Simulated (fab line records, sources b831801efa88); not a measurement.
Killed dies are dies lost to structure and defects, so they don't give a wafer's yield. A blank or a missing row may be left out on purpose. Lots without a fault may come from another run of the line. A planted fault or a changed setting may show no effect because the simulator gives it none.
Which tool did it? | flow gf180mcu | 14 lots, 42 wafers sampled, at 5 steps of a route of 602

WHAT THE GAUGES READ, wafer by wafer
The record holds no reading of a measuring or inspecting step that can be judged against a usual standard deviation.

WHICH TOOL RAN EACH LOT (tool, then ch and the chambers of the sampled wafers, then the start)
lot  | GF_V4_ETCH_17                                 | GF_MIM_METAL_ETCH_19              | GF_MIM_STRIP_20                      | GF_M5_METAL_ETCH_10               | GF_M5_STRIP_11
L777 | rie_diel-02 ch 0,1,2, day 25 05:10 or earlier | rie_metal-02 ch 0,1, day 25 05:10 | plasma_asher-03 ch 0,1, day 25 05:15 | rie_metal-02 ch 0,1, day 26 02:46 | plasma_asher-04 ch 0,1, day 26 02:52
L779 | rie_diel-01 ch 0,1,2, day 26 02:39 or earlier | rie_metal-01 ch 0,1, day 26 02:39 | plasma_asher-02 ch 0,1, day 26 02:43 | rie_metal-01 ch 0, day 26 23:33   | plasma_asher-02 ch 0,1, day 26 23:44
L780 | rie_diel-03 ch 0,1, day 26 07:08 or earlier   | rie_metal-03 ch 0,1, day 26 07:08 | plasma_asher-04 ch 0,1, day 26 07:13 | rie_metal-04 ch 0,1, day 27 04:02 | plasma_asher-04 ch 0,1, day 27 04:10
L781 | rie_diel-02 ch 1,2, day 26 19:25 or earlier   | rie_metal-03 ch 1, day 26 19:25   | plasma_asher-03 ch 0, day 26 19:29   | rie_metal-01 ch 0,1, day 27 16:01 | plasma_asher-01 ch 0,1, day 27 16:07
L782 | rie_diel-02 ch 2,3, day 27 02:15 or earlier   | rie_metal-01 ch 1, day 27 02:15   | plasma_asher-03 ch 0,1, day 27 02:19 | rie_metal-01 ch 0,1, day 27 22:52 | plasma_asher-02 ch 0,1, day 27 22:59
L783 | rie_diel-01 ch 0,2, day 27 05:34 or earlier   | rie_metal-01 ch 0,1, day 27 05:34 | plasma_asher-04 ch 0, day 27 05:38   | rie_metal-04 ch 0,1, day 28 01:49 | plasma_asher-01 ch 0,1, day 28 01:56
L784 | rie_diel-03 ch 0,1,3, day 27 23:28 or earlier | rie_metal-02 ch 0,1, day 27 23:28 | plasma_asher-02 ch 0,1, day 27 23:33 | rie_metal-02 ch 0,1, day 28 20:16 | plasma_asher-01 ch 0,1, day 28 20:22
L785 | rie_diel-02 ch 0,1,3, day 28 01:04 or earlier | rie_metal-01 ch 0,1, day 28 01:04 | plasma_asher-04 ch 0,1, day 28 01:08 | rie_metal-04 ch 0,1, day 28 20:53 | plasma_asher-02 ch 0,1, day 28 20:59
L787 | rie_diel-03 ch 0,2, day 28 18:46 or earlier   | rie_metal-03 ch 0,1, day 28 18:46 | plasma_asher-04 ch 0, day 28 18:50   | -                                 | -
L788 | rie_diel-01 ch 0,1, day 29 01:27 or earlier   | rie_metal-02 ch 0,1, day 29 01:27 | plasma_asher-02 ch 0,1, day 29 01:32 | -                                 | -
L795 | rie_diel-02 ch 1,2, day 30 21:42 or earlier   | rie_metal-02 ch 0,1, day 30 21:42 | plasma_asher-02 ch 0,1, day 30 21:47 | rie_metal-01 ch 0,1, day 31 16:22 | plasma_asher-04 ch 0,1, day 31 16:33
L796 | rie_diel-03 ch 1,2, day 31 02:01 or earlier   | rie_metal-03 ch 0,1, day 31 02:01 | plasma_asher-02 ch 0,1, day 31 02:06 | rie_metal-02 ch 0,1, day 31 19:58 | plasma_asher-04 ch 0,1, day 31 20:04
L797 | rie_diel-03 ch 0,1,2, day 31 08:14 or earlier | rie_metal-02 ch 0,1, day 31 08:14 | plasma_asher-02 ch 0,1, day 31 08:19 | rie_metal-01 ch 0,1, day 32 01:40 | plasma_asher-01 ch 0,1, day 32 01:46
L798 | rie_diel-03 ch 0,1,3, day 31 16:26 or earlier | rie_metal-02 ch 0,1, day 31 16:26 | plasma_asher-03 ch 0,1, day 31 16:31 | rie_metal-01 ch 0,1, day 32 09:46 | plasma_asher-01 ch 0,1, day 32 09:52
- GF_V4_ETCH_17: etches SiO2 in C4F8/O2/Ar, stops on TiN, target depth 630 nm.
- GF_MIM_METAL_ETCH_19: etches the open film in Cl2/BCl3, stops on Si3N4, target depth 324.5 nm, time 54.1 s.
- GF_MIM_STRIP_20: strips in O2/N2.
- GF_M5_METAL_ETCH_10: etches the open film in Cl2/BCl3, stops on SiO2, target depth 627.5 nm, time 104.6 s.
- GF_M5_STRIP_11: strips in O2/N2.

WHAT THE TOOLS THEMSELVES READ (means of the sampled wafers that have a number; where no wafer has one, the mark that the record gives instead)
GF_V4_ETCH_17. Usual: bias_w 1201 W, standard deviation 4; chamber_pressure_mTorr 40.00 mTorr, standard deviation 0.034; oes_product_au 0.855 a.u., standard deviation 0.0047.
lot  | tool        | bias_w (W) | chamber_pressure_mTorr (mTorr) | oes_product_au (a.u.) | flag
L777 | rie_diel-02 | 1204       | 39.96                          | 0.851                 |
L779 | rie_diel-01 | 1199       | 40.02                          | 0.853                 |
L780 | rie_diel-03 | 1200       | 40.01                          | 0.856                 |
L781 | rie_diel-02 | 1201       | 40.00                          | 0.859                 |
L782 | rie_diel-02 | 1201       | 40.02                          | 0.852                 |
L783 | rie_diel-01 | 1198       | 39.99                          | 0.858                 |
L784 | rie_diel-03 | 1201       | 39.97                          | 0.851                 |
L785 | rie_diel-02 | 1202       | 39.99                          | 0.853                 |
L787 | rie_diel-03 | 1203       | 40.01                          | 0.855                 |
L788 | rie_diel-01 | 1199       | 40.00                          | 0.854                 |
L795 | rie_diel-02 | 1201       | 39.99                          | 0.859                 |
L796 | rie_diel-03 | 1199       | 39.99                          | 0.851                 |
L797 | rie_diel-03 | 1199       | 40.00                          | 0.852                 |
L798 | rie_diel-03 | 1202       | 40.02                          | 0.854                 |

GF_MIM_METAL_ETCH_19. Usual: bcl3_flow_sccm 39.98 sccm, standard deviation 0.12; bias_w 140.0 W, standard deviation 0.45; drypump_motor_current_A 5.8 A, standard deviation 0.44; oes_product_au 0.940 a.u., standard deviation 0.0067; throttle_valve_pct 28.285 %, standard deviation 0.011.
lot  | tool         | bcl3_flow_sccm (sccm) | bias_w (W) | drypump_motor_current_A (A) | oes_product_au (a.u.) | throttle_valve_pct (%) | flag
L777 | rie_metal-02 | 39.97                 | 140.0      | 5.9                         | 0.949                 | 28.278                 |
L779 | rie_metal-01 | 40.13                 | 139.9      | 5.7                         | 0.938                 | 28.285                 |
L780 | rie_metal-03 | 39.89                 | 140.3      | 6.3                         | 0.932                 | 28.296                 |
L781 | rie_metal-03 | 39.96                 | 140.2      | 5.4                         | 0.933                 | 28.300                 |
L782 | rie_metal-01 | 40.03                 | 140.2      | 5.8                         | 0.938                 | 28.290                 |
L783 | rie_metal-01 | 39.90                 | 140.0      | 5.8                         | 0.944                 | 28.287                 |
L784 | rie_metal-02 | 39.75                 | 140.1      | 5.9                         | 0.931                 | 28.291                 |
L785 | rie_metal-01 | 39.90                 | 140.3      | 5.8                         | 0.949                 | 28.267                 |
L787 | rie_metal-03 | -                     | -          | -                           | -                     | -                      | OFF
L788 | rie_metal-02 | -                     | -          | -                           | -                     | -                      | OFF
L795 | rie_metal-02 | 40.05                 | 139.5      | 5.9                         | 0.946                 | 28.280                 |
L796 | rie_metal-03 | 40.03                 | 139.8      | 6.2                         | 0.944                 | 28.277                 |
L797 | rie_metal-02 | 40.04                 | 139.5      | 5.9                         | 0.948                 | 28.281                 |
L798 | rie_metal-02 | 39.99                 | 140.1      | 5.6                         | 0.939                 | 28.282                 |

GF_MIM_STRIP_20. Usual: drypump_motor_current_A 5.93 A, standard deviation 0.24; heater_power_w 346 W, standard deviation 28; oes_product_au 0.692 a.u., standard deviation 0.0053; strip_time_to_endpoint_s 11.22 s, standard deviation 0.048.
lot  | tool            | drypump_motor_current_A (A) | heater_power_w (W) | oes_product_au (a.u.) | strip_time_to_endpoint_s (s) | flag
L777 | plasma_asher-03 | 5.60                        | 327                | 0.693                 | 11.26                        |
L779 | plasma_asher-02 | 6.03                        | 334                | 0.693                 | 11.22                        |
L780 | plasma_asher-04 | 6.06                        | 364                | 0.690                 | 11.25                        |
L781 | plasma_asher-03 | 5.44                        | 324                | 0.693                 | 11.24                        |
L782 | plasma_asher-03 | 5.73                        | 327                | 0.687                 | 11.17                        |
L783 | plasma_asher-04 | 6.18                        | 360                | 0.691                 | 11.17                        |
L784 | plasma_asher-02 | 6.10                        | 359                | 0.690                 | 11.14                        |
L785 | plasma_asher-04 | 6.06                        | 371                | 0.694                 | 11.17                        |
L787 | plasma_asher-04 | 6.17                        | 359                | 0.716                 | 12.63                        | OFF
L788 | plasma_asher-02 | 6.11                        | 354                | 0.715                 | 12.58                        | OFF
L795 | plasma_asher-02 | 6.05                        | 334                | 0.692                 | 11.23                        |
L796 | plasma_asher-02 | 6.03                        | 331                | 0.692                 | 11.20                        |
L797 | plasma_asher-02 | 6.10                        | 352                | 0.688                 | 11.26                        |
L798 | plasma_asher-03 | 5.73                        | 326                | 0.690                 | 11.18                        |

GF_M5_METAL_ETCH_10. Usual: bcl3_flow_sccm 39.99 sccm, standard deviation 0.11; bias_w 140.0 W, standard deviation 0.46; drypump_motor_current_A 5.6 A, standard deviation 0.32; oes_product_au 0.974 a.u., standard deviation 0.0059; throttle_valve_pct 28.245 %, standard deviation 0.01.
lot  | tool         | bcl3_flow_sccm (sccm) | bias_w (W) | drypump_motor_current_A (A) | oes_product_au (a.u.) | throttle_valve_pct (%) | flag
L777 | rie_metal-02 | 39.99                 | 140.0      | 5.6                         | 0.963                 | 28.253                 |
L779 | rie_metal-01 | 39.99                 | 140.1      | 5.7                         | 0.973                 | 28.249                 |
L780 | rie_metal-04 | 40.00                 | 139.7      | 5.1                         | 0.970                 | 28.255                 |
L781 | rie_metal-01 | 39.91                 | 139.9      | 5.8                         | 0.971                 | 28.246                 |
L782 | rie_metal-01 | 39.97                 | 140.0      | 5.8                         | 0.978                 | 28.241                 |
L783 | rie_metal-04 | 39.96                 | 140.0      | 5.1                         | 0.977                 | 28.239                 |
L784 | rie_metal-02 | 39.97                 | 140.1      | 5.9                         | 0.971                 | 28.247                 |
L785 | rie_metal-04 | 40.12                 | 140.3      | 5.2                         | 0.979                 | 28.239                 |
L795 | rie_metal-01 | 39.94                 | 139.8      | 5.7                         | 0.979                 | 28.241                 |
L796 | rie_metal-02 | 39.97                 | 140.4      | 5.9                         | 0.969                 | 28.244                 |
L797 | rie_metal-01 | 39.99                 | 139.6      | 5.7                         | 0.973                 | 28.242                 |
L798 | rie_metal-01 | 40.00                 | 140.3      | 5.8                         | 0.975                 | 28.245                 |

GF_M5_STRIP_11. Usual: drypump_motor_current_A 5.9 A, standard deviation 0.3; heater_power_w 360 W, standard deviation 25; oes_product_au 0.542 a.u., standard deviation 0.0048; strip_time_to_endpoint_s 7.49 s, standard deviation 0.041.
lot  | tool            | drypump_motor_current_A (A) | heater_power_w (W) | oes_product_au (a.u.) | strip_time_to_endpoint_s (s) | flag
L777 | plasma_asher-04 | 6.1                         | 364                | 0.544                 | 7.52                         |
L779 | plasma_asher-02 | 6.1                         | 354                | 0.546                 | 7.52                         |
L780 | plasma_asher-04 | 6.0                         | 373                | 0.541                 | 7.50                         |
L781 | plasma_asher-01 | 5.6                         | 361                | 0.544                 | 7.51                         |
L782 | plasma_asher-02 | 6.1                         | 354                | 0.537                 | 7.45                         |
L783 | plasma_asher-01 | 5.6                         | 361                | 0.541                 | 7.50                         |
L784 | plasma_asher-01 | 5.5                         | 354                | 0.535                 | 7.51                         |
L785 | plasma_asher-02 | 6.0                         | 333                | 0.540                 | 7.51                         |
L795 | plasma_asher-04 | 6.1                         | 363                | 0.540                 | 7.46                         |
L796 | plasma_asher-04 | 6.1                         | 368                | 0.539                 | 7.52                         |
L797 | plasma_asher-01 | 5.6                         | 369                | 0.539                 | 7.47                         |
L798 | plasma_asher-01 | 5.6                         | 377                | 0.542                 | 7.44                         |

THE ANSWER, worked out from the rows above alone
Rule: a lot is off if the mean of its wafers that have a number lies more than 3 standard deviations from the usual mean. A lot without any number at a reading at which 4 lots or more have one is off too. The other lots that the step has rows for count as sound. The gauges are gone through in route order, then the tools' own readings, and for those a lot's mean is taken as printed above. The first step at which some lot is off is used, and at that step the reading that is off furthest; a lot without a number counts as furthest.
Off: L787, L788, at GF_MIM_METAL_ETCH_19 (bcl3_flow_sccm). Without a number there: L787, L788.
A tool fits if, at that step or a process step before it, it ran every lot that is off, and no sound lot after the first of them. GF_V4_ETCH_17 gives no start for some lots, so the hours and the order of its lots are those of GF_MIM_METAL_ETCH_19. None of those tried fits.

WHAT THE SIMULATOR HAD PUT IN
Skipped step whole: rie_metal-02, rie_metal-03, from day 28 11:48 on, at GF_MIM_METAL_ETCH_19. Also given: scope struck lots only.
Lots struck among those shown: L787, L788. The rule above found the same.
